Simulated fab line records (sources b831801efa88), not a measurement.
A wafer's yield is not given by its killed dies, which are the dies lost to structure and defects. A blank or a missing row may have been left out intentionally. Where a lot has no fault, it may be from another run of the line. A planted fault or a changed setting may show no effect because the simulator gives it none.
A lot that was struck, set against a sound lot ; flow sky130 ; 24 out of 708 route steps
Sound: the wafers L477.1, L477.4, L477.6. The struck wafers were L489.1, L489.4, L489.6. Last of all comes the cause.
Each step with rows lists, per side, the tool, then ch with its chambers, then its first start. Under that, the readings that differ: sound wafers ; struck wafers ; difference of the means ; sigmas: that difference in standard deviations of wafers without a fault.
alike: a reading whose means differ by less than 2 such deviations, as well as words and numbers matching on both sides. not compared: withheld readings; readings where some wafer has no value; bounds like >300 that might hide an equal value; numbers whose values overlap and for which the record gives no deviation.
Wherever a step has rows on one side only, a row that says differs or no value, or a row with sigmas, the two part there. Non-overlapping numbers with no deviation appear without sigmas and do not part them. A reading that every wafer of one side lacks parts them only if that side has two wafers or more.

first, 5 steps without rows for these wafers: SKY_VIA4_STRIP_14 (strips in post etch residue remover, time 1200 s); SKY_VIA4_CLEAN_15 (cleans in IPA, time 180 s); SKY_VIA4_CLEAN_16 (cleans in O3/DIW); SKY_VIA4_SPUTTER_17 (material TiN, target thk 20 nm, time 80 s); SKY_VIA4_CVD_18 (deposits W, target thk 505 nm, time 152.14 s).
SKY_VIA4_RS_MEAS_19: measures by four-point-probe.
  sound on filmMetro-02, day 44 11:59; struck on filmMetro-02, day 47 16:39
  alike: VIA4_W_RS
SKY_VIA4_THK_MEAS_20: measures by xrf.
  sound on filmMetro-02, day 44 12:07; struck on filmMetro-02, day 47 16:46
  alike: VIA4_W_THK
then, 1 step without rows for these wafers: SKY_VIA4_CMP_21 (polishes, stops on SiO2, t overpolish 25 s, target thk 0 nm).
SKY_METAL5_SPUTTER_00: material Ti, target thk 15 nm, time 10 s.
  sound on pvdSputter-02, day 44 12:31; struck on pvdSputter-01, day 47 17:08
  alike: cathodeDcPowerW, chamberPressurePa, throttleValvePct
SKY_METAL5_SPUTTER_01: material TiN, target thk 20 nm, time 16.7 s.
  sound on pvdSputter-02, day 44 12:32; struck on pvdSputter-01, day 47 17:09
  alike: cathodeDcPowerW, chamberPressurePa, throttleValvePct
SKY_METAL5_SPUTTER_02: material AlCu, target thk 1150 nm, time 61.2 s.
  sound on pvdSputter-02, day 44 12:33; struck on pvdSputter-01, day 47 17:10
  alike: cathodeDcPowerW, chamberPressurePa, throttleValvePct
then, 1 step without rows for these wafers: SKY_METAL5_SPUTTER_03 (material Ti, target thk 5 nm, time 3.3 s).
SKY_METAL5_SPUTTER_04: material TiN, target thk 70 nm, time 58.3 s.
  sound on pvdSputter-02, day 44 12:37; struck on pvdSputter-01, day 47 17:14
  no value came back on the struck wafers for cathodeDcPowerW (W), chamberPressurePa (Pa), throttleValvePct (%); on the sound wafers cathodeDcPowerW (W) reads 6501.3 6500.9 6497.5
SKY_METAL5_THK_MEAS_06: measures by xrf.
  sound on filmMetro-03, day 44 12:47; struck on filmMetro-02, day 47 17:25
reading;sound;struck;difference;sigmas
METAL5_ALCU_THK (nm);1150 1150 1163;1383 1362 1371;+218;+14
then, 7 steps without rows for these wafers: SKY_METAL5_DEHYDRATE_07 (time 60 s); SKY_METAL5_HMDS_08 (prime time 60 s); SKY_METAL5_COAT_09 (resist thk 1800 nm); SKY_METAL5_SOFTBAKE_10 (time 60 s); SKY_METAL5_EXPOSE_11 (exposes mask MM5, target cd 1600 nm); SKY_METAL5_PEB_12; SKY_METAL5_DEVELOP_13 (develop time 60 s).
SKY_METAL5_DESCUM_14: chemistry O2, time 11 s.
  sound on rieMetal-01 ch 1, day 45 10:23; struck on rieMetal-03 ch 0,1, day 48 12:05
  alike: drypumpMotorCurrentA, oesProductAu
  not compared: rfHoursCounterH
SKY_METAL5_METAL_ETCH_15: etches the open film in Cl2/BCl3, stops on SiO2, target depth 1260 nm, time 252 s.
  sound on rieMetal-01 ch 1, day 45 10:25; struck on rieMetal-03 ch 0,1, day 48 12:07
reading;sound;struck;difference;sigmas
oesProductAu (a.u.);0.889 0.898 0.889;0.879 0.870 0.878;-0.016;-3
  alike: biasW, drypumpMotorCurrentA, throttleValvePct
  not compared: rfHoursCounterH
SKY_METAL5_STRIP_16: strips in O2/N2.
  sound on plasmaAsher-03 ch 0,1, day 45 10:39; struck on plasmaAsher-01 ch 1, day 48 12:21
  alike: drypumpMotorCurrentA, oesProductAu, stripTimeToEndpointS
  not compared: rfHoursCounterH

WHERE THEY PART
At SKY_METAL5_SPUTTER_04 first; at SKY_METAL5_METAL_ETCH_15 last (within this record only). Later steps at which nothing parts them and some readings are alike: SKY_METAL5_STRIP_16.

WHY: whatever the simulator had introduced
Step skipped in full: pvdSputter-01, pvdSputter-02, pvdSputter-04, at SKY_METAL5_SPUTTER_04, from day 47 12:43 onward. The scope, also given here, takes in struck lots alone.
